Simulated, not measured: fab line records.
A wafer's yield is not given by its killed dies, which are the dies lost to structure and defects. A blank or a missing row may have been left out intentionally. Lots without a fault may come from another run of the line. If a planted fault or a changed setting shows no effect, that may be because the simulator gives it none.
Chamber matching -- flow gf180mcu -- cmp-02 running GF_V5_CMP_26: 4 sister chambers
The step polishes, stops on SiO2, t overpolish 15 s, target thk 0 nm. 8 wafers are shown with their chamber, then 7 later ones without.

== WAFERS PAIRED WITH THEIR CHAMBERS ==
wafer,chamber,time to endpoint s (s),motor current A (A)
L246.1,2,87,11.1
L260.6,2,89,10.6
L262.5,1,86,10.1
L263.2,0,84,10.8
L263.3,3,93,10.2
L263.4,1,86,9.5
L264.3,3,90,10.4
L264.5,0,83,10.2

== WAFERS WITHOUT THEIR CHAMBER ==
wafer,time to endpoint s (s),motor current A (A)
L264.6,86,9.9
L266.1,80,10.1
L266.2,92,10.8
L266.3,90,10.8
L267.1,91,9.9
L267.5,87,11.3
L267.6,87,9.5

== THE CHAMBER EACH PASSED THROUGH ==
wafer,from the rows above,in truth
L264.6,1,1
L266.1,can't be placed: 0 or 1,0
L266.2,can't be placed: 3 or 2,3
L266.3,can't be placed: 2 or 3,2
L267.1,3,3
L267.5,can't be placed: 2 or 0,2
L267.6,1,1
Placed correctly: 3 of 7. Can't be placed from these rows: 4 (the true chamber is among the candidates in 4). Placed wrongly: 0.
How it was worked out, from the rows above alone: a wafer's distance from a chamber is the root of the sum, over the readings, of the square of ((its reading less the chamber's mean) divided by the reading's scatter). The wafer belongs to the nearest chamber; if the next one is less than 2 further off, it can't be placed. A chamber's mean is the mean of its shown wafers. The scatter: the root of (the sum of the squares of (reading less its chamber's mean) over the shown wafers, divided by (wafers less chambers)).
